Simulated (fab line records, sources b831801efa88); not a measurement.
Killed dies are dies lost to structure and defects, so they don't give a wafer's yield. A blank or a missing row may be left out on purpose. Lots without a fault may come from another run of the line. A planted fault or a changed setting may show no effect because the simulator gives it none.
Which tool did it? | flow sky130 | 24 lots, 72 wafers sampled, at 6 steps of a route of 708

WHAT THE GAUGES READ, wafer by wafer
SKY_VIA1_CD_MEAS_12: target cd 150 nm.
lot  | measured     | on        | cd_nm (nm)
L074 | day 33 18:29 | cd_sem-01 | 148.9 148.5 146.8
L075 | day 34 04:14 | cd_sem-02 | 147.7 149.7 147.3
L076 | day 34 10:47 | cd_sem-01 | 150.7 150.4 149.6
L078 | day 34 20:37 | cd_sem-02 | 146.9 147.4 146.8
L077 | day 34 21:33 | cd_sem-01 | 147.3 146.1 147.3
L079 | day 35 08:13 | cd_sem-02 | 149.4 147.6 146.6
L080 | day 35 21:17 | cd_sem-02 | 149.1 148.6 148.6
L081 | day 36 04:51 | cd_sem-02 | 149.6 148.3 149.6
L083 | day 36 18:00 | cd_sem-01 | 149.1 150.4 148.0
L082 | day 36 18:56 | cd_sem-01 | 151.0 150.6 150.9
L085 | day 37 06:46 | cd_sem-02 | 149.1 147.5 147.0
L084 | day 37 10:37 | cd_sem-01 | 150.4 149.7 150.4
L086 | day 37 14:01 | cd_sem-02 | 147.9 147.7 148.8
L087 | day 38 00:45 | cd_sem-02 | 146.7 147.3 146.1
L088 | day 38 12:31 | cd_sem-02 | 147.6 148.7 148.7
L089 | day 38 20:17 | cd_sem-02 | 150.2 150.0 149.3
L090 | day 39 00:23 | cd_sem-02 | 151.5 150.0 147.9
L091 | day 39 03:19 | cd_sem-01 | 149.7 149.8 149.0
L092 | day 39 13:36 | cd_sem-02 | 148.8 149.0 149.8
L093 | day 40 00:49 | cd_sem-01 | 149.3 150.6 151.0
L094 | day 40 06:58 | cd_sem-02 | 152.5 154.2 152.1
L095 | day 40 08:35 | cd_sem-01 | 150.0 151.1 151.0
L096 | day 40 15:14 | cd_sem-02 | 149.6 149.6 148.5
L097 | day 40 16:20 | cd_sem-01 | 153.0 150.7 150.3

SKY_METAL4_OVL_MEAS_14.
lot  | measured     | on         | METAL4_OVL (nm)
L074 | day 41 13:22 | overlay-01 | 1 0 2
L075 | day 41 23:07 | overlay-02 | -6 -12 -2
L076 | day 42 04:13 | overlay-02 | -5 0 0
L078 | day 42 12:05 | overlay-01 | 8 7 4
L077 | day 42 15:32 | overlay-01 | 1 1 -5
L079 | day 43 01:47 | overlay-01 | 3 3 -4
L080 | day 43 13:13 | overlay-02 | -2 4 1
L081 | day 43 17:57 | overlay-02 | 3 -2 -1
L083 | day 44 04:37 | overlay-01 | -5 -2 -1
L082 | day 44 05:43 | overlay-02 | 14 -1 7
L085 | day 44 16:52 | overlay-01 | 0 4 10
L084 | day 44 19:43 | overlay-02 | -4 -1 7
L086 | day 44 20:38 | overlay-01 | -10 -3 2
L087 | day 45 06:55 | overlay-01 | 4 2 4
L088 | day 45 15:56 | overlay-01 | 7 1 -2
L089 | day 46 00:16 | overlay-01 | 7 8 5
L090 | day 46 01:26 | overlay-02 | -3 0 1
L091 | day 46 05:17 | overlay-02 | 0 4 -2
L092 | day 46 13:35 | overlay-01 | 7 0 2
L093 | day 46 22:41 | overlay-02 | 7 0 3
L094 | day 47 03:44 | overlay-01 | 13 -1 7
L095 | day 47 06:50 | overlay-02 | 1 1 -3
L096 | day 47 10:15 | overlay-01 | 2 7 -8
L097 | day 47 11:52 | overlay-01 | -2 -6 -3

SKY_METAL5_RS_MEAS_05: measures by four-point-probe.
lot  | measured     | on            | METAL5_ALCU_RS (ohm/sq)
L074 | day 42 16:03 | film_metro-03 | 0.0268 0.02664 0.02674
L075 | day 43 01:20 | film_metro-03 | 0.02706 0.02677 0.02673
L076 | day 43 05:46 | film_metro-02 | 0.02683 0.02672 0.02683
L078 | day 43 14:28 | film_metro-03 | 0.02745 0.02727 0.02728
L077 | day 43 17:41 | film_metro-03 | 0.02687 0.02693 0.02684
L079 | day 44 03:15 | film_metro-02 | 0.02716 0.02741 0.02726
L080 | day 44 14:18 | film_metro-02 | 0.02726 0.02722 0.02735
L081 | day 44 19:27 | film_metro-02 | 0.02673 0.02714 0.02704
L083 | day 45 05:04 | film_metro-01 | 0.0273 0.02734 0.02724
L082 | day 45 05:48 | film_metro-03 | 0.02731 0.02729 0.02712
L085 | day 45 18:14 | film_metro-02 | 0.02704 0.02693 0.02686
L084 | day 45 20:10 | film_metro-03 | 0.02734 0.02722 0.02706
L086 | day 45 21:05 | film_metro-01 | 0.0271 0.02717 0.02747
L087 | day 46 06:06 | film_metro-03 | 0.02681 0.02675 0.02666
L088 | day 46 15:19 | film_metro-01 | 0.02747 0.02733 0.02753
L089 | day 46 23:38 | film_metro-03 | 0.02661 0.02653 0.02655
L090 | day 47 01:12 | film_metro-03 | 0.02711 0.02706 0.02707
L091 | day 47 04:45 | film_metro-02 | 0.02713 0.0269 0.02715
L092 | day 47 12:29 | film_metro-01 | 0.02697 0.02691 0.02688
L093 | day 47 21:23 | film_metro-02 | 0.02749 0.02757 0.02764
L094 | day 48 02:05 | film_metro-01 | 0.02702 0.02705 0.02689
L095 | day 48 05:02 | film_metro-03 | 0.02714 0.02691 0.02706
L096 | day 48 08:09 | film_metro-03 | 0.02733 0.02709 0.02716
L097 | day 48 09:55 | film_metro-01 | 0.02724 0.02732 0.02719

WHICH TOOL RAN EACH LOT (tool, then ch and the chambers of the sampled wafers, then the start)
lot  | SKY_METAL2_METAL_ETCH_19          | SKY_CAPM_STRIP_14                    | SKY_VIA3_STRIP_16
L074 | rie_metal-03 ch 0,1, day 34 22:41 | plasma_asher-03 ch 0,1, day 37 06:29 | plasma_asher-03 ch 0,1, day 39 11:09
L075 | rie_metal-04 ch 0,1, day 35 08:11 | plasma_asher-03 ch 0,1, day 37 15:59 | plasma_asher-04 ch 0,1, day 39 20:43
L076 | rie_metal-01 ch 0,1, day 35 15:26 | plasma_asher-02 ch 0,1, day 37 21:50 | plasma_asher-03 ch 0,1, day 40 02:11
L078 | rie_metal-04 ch 0,1, day 36 00:23 | plasma_asher-02 ch 0,1, day 38 06:24 | plasma_asher-03 ch 0,1, day 40 10:32
L077 | rie_metal-01 ch 0,1, day 36 01:53 | plasma_asher-01 ch 0,1, day 38 09:11 | plasma_asher-02 ch 0,1, day 40 12:55
L079 | rie_metal-03 ch 0, day 36 12:44   | plasma_asher-01 ch 0,1, day 38 19:17 | plasma_asher-02 ch 0,1, day 40 23:30
L080 | rie_metal-01 ch 0,1, day 37 01:31 | plasma_asher-03 ch 0,1, day 39 06:45 | plasma_asher-04 ch 0,1, day 41 11:23
L081 | rie_metal-04 ch 0,1, day 37 08:25 | plasma_asher-02 ch 0,1, day 39 14:22 | plasma_asher-03 ch 0,1, day 41 17:11
L083 | rie_metal-03 ch 0,1, day 37 21:22 | plasma_asher-03 ch 0,1, day 40 01:49 | plasma_asher-02 ch 0,1, day 42 04:51
L082 | rie_metal-04 ch 0,1, day 37 22:02 | plasma_asher-02 ch 0,1, day 40 03:49 | plasma_asher-04 ch 1, day 42 05:25
L085 | rie_metal-03 ch 0,1, day 38 09:32 | plasma_asher-01 ch 1, day 40 14:09   | plasma_asher-04 ch 0,1, day 42 16:42
L084 | rie_metal-03 ch 0,1, day 38 13:41 | plasma_asher-01 ch 0,1, day 40 18:32 | plasma_asher-04 ch 0,1, day 42 19:43
L086 | rie_metal-03 ch 0, day 38 17:08   | plasma_asher-02 ch 0, day 40 20:49   | plasma_asher-02 ch 0,1, day 42 21:37
L087 | rie_metal-03 ch 0,1, day 39 04:40 | plasma_asher-02 ch 1, day 41 07:47   | plasma_asher-02 ch 0,1, day 43 08:38
L088 | rie_metal-04 ch 0,1, day 39 14:47 | plasma_asher-03 ch 0,1, day 41 17:37 | plasma_asher-04 ch 0,1, day 43 17:56
L089 | rie_metal-01 ch 0,1, day 39 23:11 | plasma_asher-01 ch 0,1, day 42 02:30 | plasma_asher-03 ch 0,1, day 44 02:49
L090 | rie_metal-04 ch 0,1, day 40 02:47 | plasma_asher-01 ch 0,1, day 42 05:02 | plasma_asher-03 ch 0,1, day 44 03:52
L091 | rie_metal-03 ch 1, day 40 06:13   | plasma_asher-02 ch 0,1, day 42 08:39 | plasma_asher-04 ch 1, day 44 08:40
L092 | rie_metal-01 ch 0,1, day 40 15:50 | plasma_asher-03 ch 0,1, day 42 18:02 | plasma_asher-04 ch 0,1, day 44 17:22
L093 | rie_metal-03 ch 0,1, day 41 03:10 | plasma_asher-02 ch 0,1, day 43 05:25 | plasma_asher-02 ch 0,1, day 45 03:55
L094 | rie_metal-04 ch 0,1, day 41 09:05 | plasma_asher-02 ch 0,1, day 43 11:08 | plasma_asher-04 ch 0,1, day 45 09:28
L095 | rie_metal-01 ch 0,1, day 41 11:20 | plasma_asher-02 ch 0,1, day 43 12:54 | plasma_asher-02 ch 0,1, day 45 10:49
L096 | rie_metal-01 ch 0,1, day 41 17:02 | plasma_asher-02 ch 0,1, day 43 18:16 | plasma_asher-04 ch 0,1, day 45 16:07
L097 | rie_metal-01 ch 0,1, day 41 18:17 | plasma_asher-02 ch 0,1, day 43 19:20 | plasma_asher-03 ch 0,1, day 45 17:37
- SKY_METAL2_METAL_ETCH_19: etches the open film in Cl2/BCl3, stops on SiO2, target depth 360 nm, time 78 s.
- SKY_CAPM_STRIP_14: strips in O2/N2.
- SKY_VIA3_STRIP_16: strips in O2/N2.

WHAT THE TOOLS THEMSELVES READ (means of the sampled wafers that have a number; where no wafer has one, the mark that the record gives instead)
SKY_METAL2_METAL_ETCH_19.
lot  | tool         | drypump_motor_current_A (A) | oes_product_au (a.u.) | throttle_valve_pct (%)
L074 | rie_metal-03 | 5.3                         | 0.852                 | 22.264
L075 | rie_metal-04 | 5.9                         | 0.854                 | 22.268
L076 | rie_metal-01 | 5.2                         | 0.852                 | 22.262
L078 | rie_metal-04 | 5.9                         | 0.853                 | 22.267
L077 | rie_metal-01 | 5.4                         | 0.850                 | 22.269
L079 | rie_metal-03 | 5.6                         | 0.851                 | 22.262
L080 | rie_metal-01 | 5.2                         | 0.847                 | 22.264
L081 | rie_metal-04 | 6.1                         | 0.854                 | 22.265
L083 | rie_metal-03 | 5.3                         | 0.858                 | 22.266
L082 | rie_metal-04 | 5.9                         | 0.855                 | 22.275
L085 | rie_metal-03 | 5.3                         | 0.855                 | 22.272
L084 | rie_metal-03 | 5.3                         | 0.860                 | 22.262
L086 | rie_metal-03 | 5.6                         | 0.858                 | 22.259
L087 | rie_metal-03 | 5.3                         | 0.856                 | 22.270
L088 | rie_metal-04 | 5.9                         | 0.868                 | 22.260
L089 | rie_metal-01 | 5.4                         | 0.844                 | 22.267
L090 | rie_metal-04 | 5.9                         | 0.850                 | 22.265
L091 | rie_metal-03 | 5.2                         | 0.858                 | 22.259
L092 | rie_metal-01 | 5.2                         | 0.856                 | 22.258
L093 | rie_metal-03 | 5.5                         | 0.855                 | 22.280
L094 | rie_metal-04 | 5.9                         | 0.860                 | 22.265
L095 | rie_metal-01 | 5.4                         | 0.850                 | 22.271
L096 | rie_metal-01 | 5.4                         | 0.854                 | 22.261
L097 | rie_metal-01 | 5.4                         | 0.846                 | 22.257

SKY_CAPM_STRIP_14.
lot  | tool            | drypump_motor_current_A (A) | oes_product_au (a.u.) | strip_time_to_endpoint_s (s)
L074 | plasma_asher-03 | 5.3                         | 0.714                 | 12.60
L075 | plasma_asher-03 | 5.3                         | 0.709                 | 12.57
L076 | plasma_asher-02 | 5.3                         | 0.713                 | 12.61
L078 | plasma_asher-02 | 5.9                         | 0.712                 | 12.65
L077 | plasma_asher-01 | 5.4                         | 0.711                 | 12.64
L079 | plasma_asher-01 | 5.4                         | 0.712                 | 12.57
L080 | plasma_asher-03 | 5.4                         | 0.712                 | 12.66
L081 | plasma_asher-02 | 5.9                         | 0.706                 | 12.62
L083 | plasma_asher-03 | 5.8                         | 0.709                 | 12.70
L082 | plasma_asher-02 | 5.9                         | 0.713                 | 12.64
L085 | plasma_asher-01 | 5.8                         | 0.709                 | 12.61
L084 | plasma_asher-01 | 5.4                         | 0.714                 | 12.59
L086 | plasma_asher-02 | 6.4                         | 0.713                 | 12.58
L087 | plasma_asher-02 | 4.9                         | 0.710                 | 12.58
L088 | plasma_asher-03 | 5.8                         | 0.710                 | 12.59
L089 | plasma_asher-01 | 5.4                         | 0.707                 | 12.65
L090 | plasma_asher-01 | 5.4                         | 0.716                 | 12.57
L091 | plasma_asher-02 | 5.4                         | 0.714                 | 12.62
L092 | plasma_asher-03 | 5.3                         | 0.710                 | 12.62
L093 | plasma_asher-02 | 5.4                         | 0.710                 | 12.66
L094 | plasma_asher-02 | 5.9                         | 0.713                 | 12.61
L095 | plasma_asher-02 | 5.9                         | 0.711                 | 12.67
L096 | plasma_asher-02 | 5.9                         | 0.712                 | 12.61
L097 | plasma_asher-02 | 5.9                         | 0.716                 | 12.62

SKY_VIA3_STRIP_16.
lot  | tool            | drypump_motor_current_A (A) | oes_product_au (a.u.) | strip_time_to_endpoint_s (s)
L074 | plasma_asher-03 | 5.8                         | 0.401                 | 4.134
L075 | plasma_asher-04 | 5.7                         | 0.403                 | 4.103
L076 | plasma_asher-03 | 5.8                         | 0.400                 | 4.113
L078 | plasma_asher-03 | 5.8                         | 0.409                 | 4.136
L077 | plasma_asher-02 | 5.4                         | 0.402                 | 4.136
L079 | plasma_asher-02 | 5.3                         | 0.403                 | 4.134
L080 | plasma_asher-04 | 5.8                         | 0.400                 | 4.117
L081 | plasma_asher-03 | 5.8                         | 0.404                 | 4.127
L083 | plasma_asher-02 | 5.9                         | 0.403                 | 4.115
L082 | plasma_asher-04 | 5.8                         | 0.402                 | 4.103
L085 | plasma_asher-04 | 5.7                         | 0.403                 | 4.118
L084 | plasma_asher-04 | 5.7                         | 0.401                 | 4.127
L086 | plasma_asher-02 | 5.9                         | 0.399                 | 4.111
L087 | plasma_asher-02 | 5.9                         | 0.399                 | 4.107
L088 | plasma_asher-04 | 5.8                         | 0.403                 | 4.138
L089 | plasma_asher-03 | 5.8                         | 0.404                 | 4.167
L090 | plasma_asher-03 | 5.4                         | 0.400                 | 4.115
L091 | plasma_asher-04 | 5.8                         | 0.400                 | 4.150
L092 | plasma_asher-04 | 5.6                         | 0.398                 | 4.102
L093 | plasma_asher-02 | 5.4                         | 0.399                 | 4.108
L094 | plasma_asher-04 | 5.7                         | 0.400                 | 4.114
L095 | plasma_asher-02 | 5.9                         | 0.394                 | 4.155
L096 | plasma_asher-04 | 5.6                         | 0.400                 | 4.121
L097 | plasma_asher-03 | 5.3                         | 0.404                 | 4.141

THE ANSWER, worked out from the rows above alone
Rule: what is usual is taken from the lots themselves. Put in order of their means at a reading, lots are off if they are a third of the lots or fewer, leave a main group of 4 or more, and stand apart from it by a gap of 3 or more times the standard deviation of the main group's means; of several such gaps the widest counts. A main group whose means are all the same, to the digits that the tables above print for the reading, isn't used. A lot without any number at a reading at which 4 lots or more have one is off too. The other lots that the step has rows for count as sound. The gauges are gone through in route order, then the tools' own readings, and for those a lot's mean is taken as printed above. The first step at which some lot is off is used, and at that step the reading that is off furthest; a lot without a number counts as furthest.
No lot is off at any reading shown: from this, nothing can be told.

WHAT THE SIMULATOR HAD PUT IN
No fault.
